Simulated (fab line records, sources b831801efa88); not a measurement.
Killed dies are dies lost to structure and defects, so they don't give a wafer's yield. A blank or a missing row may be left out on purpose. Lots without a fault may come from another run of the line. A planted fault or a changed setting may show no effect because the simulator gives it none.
Chamber matching | flow sky130 | SKY_VIA3_ETCH_14 on rie_diel-01: 4 sister chambers
The step etches BARC in N2/H2, stops on SiO2, time 45.9 s, target depth 60 nm. 8 wafers are shown with their chamber, then 8 later ones without.

WAFERS WITH THEIR CHAMBER
wafer  | chamber | throttle_valve_pct (%) | oes_product_au (a.u.)
L078.2 | 2       | 13.232                 | 0.847
L078.5 | 3       | 13.210                 | 0.854
L086.4 | 3       | 13.216                 | 0.859
L086.5 | 0       | 13.238                 | 0.848
L089.1 | 1       | 13.217                 | 0.857
L089.4 | 2       | 13.210                 | 0.862
L089.6 | 0       | 13.214                 | 0.857
L091.2 | 1       | 13.238                 | 0.857

WAFERS WITHOUT THEIR CHAMBER
wafer  | throttle_valve_pct (%) | oes_product_au (a.u.)
L091.3 | 13.243                 | 0.856
L091.5 | 13.246                 | 0.854
L094.2 | 13.232                 | 0.856
L094.3 | 13.213                 | 0.850
L094.6 | 13.222                 | 0.855
L095.1 | 13.239                 | 0.846
L095.4 | 13.222                 | 0.860
L095.5 | 13.214                 | 0.853

WHICH CHAMBER EACH WENT THROUGH
wafer  | from the rows above               | in truth
L091.3 | can't be placed: 1 or 0 or 2 or 3 | 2
L091.5 | can't be placed: 1 or 0 or 2 or 3 | 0
L094.2 | can't be placed: 1 or 0 or 2 or 3 | 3
L094.3 | can't be placed: 2 or 3 or 0 or 1 | 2
L094.6 | can't be placed: 2 or 0 or 1 or 3 | 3
L095.1 | can't be placed: 0 or 2 or 1 or 3 | 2
L095.4 | can't be placed: 1 or 3 or 2 or 0 | 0
L095.5 | can't be placed: 3 or 2 or 0 or 1 | 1
Placed correctly: 0 of 8. Can't be placed from these rows: 8 (the true chamber is among the candidates in 8). Placed wrongly: 0.
How it was worked out, from the rows above alone: a wafer's distance from a chamber is the root of the sum, over the readings, of the square of ((its reading less the chamber's mean) divided by the reading's scatter). The wafer belongs to the nearest chamber; if the next one is less than 2 further off, it can't be placed. A chamber's mean is the mean of its shown wafers. The scatter: the root of (the sum of the squares of (reading less its chamber's mean) over the shown wafers, divided by (wafers less chambers)).
